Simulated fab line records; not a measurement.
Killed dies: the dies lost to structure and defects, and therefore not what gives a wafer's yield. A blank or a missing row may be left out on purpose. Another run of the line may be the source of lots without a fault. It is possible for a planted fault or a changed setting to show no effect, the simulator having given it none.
A lot that was struck, set against a sound lot :: flow sky130 :: 17 out of 708 route steps
Sound: the wafers L229.2, L229.4, L229.6. The struck wafers were L236.1, L236.5, L236.6. Last of all comes the cause.
Each step with rows lists, per side, the tool, then ch with its chambers, then its first start. Under that, the readings that differ: sound wafers :: struck wafers :: difference of the means :: sigmas: that difference in standard deviations of wafers without a fault.
alike: a reading whose means differ by less than 2 such deviations, as well as words and numbers matching on both sides. not compared: withheld readings; readings where some wafer has no value; bounds like >300 that might hide an equal value; numbers whose values overlap and for which the record gives no deviation.
The two part at a step that has a row with sigmas, a row that says differs or no value, or rows on one side only. Numbers that have no deviation but don't overlap get no sigmas and don't part them. A reading missing from all wafers of one side parts the sides only when that side holds two or more wafers.

SKY_VT_ADJUST_LVTN_OVL_MEAS_07:
  sound on overlay-01, day 7 09:05; struck on overlay-02, day 9 03:35
  alike: VT_ADJUST_LVTN_OVL
next, for these wafers, 1 step has no rows: SKY_VT_ADJUST_LVTN_IMPLANT_08.
SKY_VT_ADJUST_LVTN_STRIP_09: strips in O2/N2.
  sound on plasma-asher-04 ch 0,1, day 7 09:16; struck on plasma-asher-03 ch 0,1, day 9 03:46
  alike: drypump-motor-current-A, oes-product-au, strip-time-to-endpoint-s
  not compared: rf-hours-counter-h
SKY_VT_ADJUST_LVTN_TW_MEAS_10:
  sound on film-metro-02, day 7 09:22; struck on film-metro-04, day 9 03:52
  alike: VT_ADJUST_LVTN_TW
then, 7 steps without rows for these wafers: SKY_VT_ADJUST_LVTN_DEHYDRATE_11 (time 60 s); SKY_VT_ADJUST_LVTN_HMDS_12 (prime time 60 s); SKY_VT_ADJUST_LVTN_COAT_13 (resist thk 1140 nm); SKY_VT_ADJUST_LVTN_SOFTBAKE_14 (time 60 s); SKY_VT_ADJUST_LVTN_EXPOSE_15 (exposes mask HVN STD DERIVED, target cd 600 nm); SKY_VT_ADJUST_LVTN_PEB_16; SKY_VT_ADJUST_LVTN_DEVELOP_17 (develop time 60 s).
SKY_VT_ADJUST_LVTN_OVL_MEAS_18:
  sound on overlay-02, day 8 04:49; struck on overlay-02, day 10 01:08
  alike: VT_ADJUST_LVTN_01_OVL
SKY_VT_ADJUST_LVTN_IMPLANT_19:
  sound on implanter-04 ch 0, day 8 04:53; struck on implanter-04 ch 0, day 10 01:11
reading: dose-ions-cm2
sound: 6.503e+11 6.5e+11 6.5e+11
struck: 9.584e+11 9.573e+11 9.58e+11
difference: +3.078e+11
sigmas: +99 or more

reading: faraday-current-uA
sound: 3.51 3.66 3.73
struck: 5.26 5.59 5.28
difference: +1.74
sigmas: +21
  alike: end-station-pressure-torr
SKY_VT_ADJUST_LVTN_STRIP_20: strips in O2/N2.
  sound on plasma-asher-03 ch 0,1, day 8 05:00; struck on plasma-asher-03 ch 0,1, day 10 01:20
  alike: drypump-motor-current-A, oes-product-au, strip-time-to-endpoint-s
  not compared: rf-hours-counter-h
SKY_VT_ADJUST_LVTN_TW_MEAS_21:
  sound on film-metro-02, day 8 05:07; struck on film-metro-02, day 10 01:26
reading: VT_ADJUST_LVTN_2_TW
sound: 189.3 187.9 188.2
struck: 210.4 209.8 210.1
difference: +21.6
sigmas: +22
then, 1 step without rows for these wafers: SKY_VT_ADJUST_NCORE_DEHYDRATE_00 (time 60 s).
-- a jump in the record: the struck wafers' starts before and after are 38 days apart (it breaks off in module VT_ADJUST_NCORE and resumes in module PAD_OPEN, where the first step shown is number 708 of the route) --
SKY_PAD_OPEN_PROBE_99:
  sound on prober-02, day 46 04:02; struck on prober-01, day 47 16:49
reading: killed_at_M0_to_M3
sound: 29 43 39
struck: 53 52 49
difference: +14
sigmas: +2

reading: killed_at_M4_up
sound: 5 7 5
struck: 3 0 2
difference: -4
sigmas: -2

reading: model.etest.res-pwell-under-gate.rs-ohm-sq
sound: 2277 2278 2279
struck: 2217 2214 2219
difference: -61
sigmas: 

reading: model.etest.nfet-g5v0d10v5.body-rise-v (V)
sound: 0.6877 0.6888 0.6917
struck: 0.7176 0.7075 0.7042
difference: +0.0204
sigmas: 

reading: model.etest.nfet_16v.body-rise-v (V)
sound: 0.6783 0.6828 0.6838
struck: 0.7074 0.6974 0.6967
difference: +0.0189
sigmas: 

reading: model.etest.nfet-g5v0d10v5.vt-sat-v (V)
sound: 0.7677 0.7633 0.7687
struck: 0.7866 0.7875 0.7867
difference: +0.0204
sigmas: 

reading: model.etest.nfet-g5v0d10v5.vt-v (V)
sound: 0.8272 0.8253 0.8258
struck: 0.8358 0.8383 0.8366
difference: +0.0108
sigmas: 

reading: model.etest.nfet_16v.vt-v (V)
sound: 0.7724 0.7723 0.7718
struck: 0.7805 0.7762 0.7769
difference: +0.0057
sigmas: 
  alike: killed-at-contacts, killed-at-front-end, killed-at-other, killed-dies, killed-on-rim, killed-open, killed-short
  not compared: model.etest.tip_n_5v.rs-ohm-sq, model.etest.nfet_16v.drive-ua-um

WHERE THEY PART
Last at SKY_PAD_OPEN_PROBE_99 as far as this record goes, first at SKY_VT_ADJUST_LVTN_IMPLANT_19.

WHY: what had been put in by the simulator
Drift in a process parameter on implanter-04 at SKY_VT_ADJUST_LVTN_IMPLANT_19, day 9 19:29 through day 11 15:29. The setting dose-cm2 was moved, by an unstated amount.
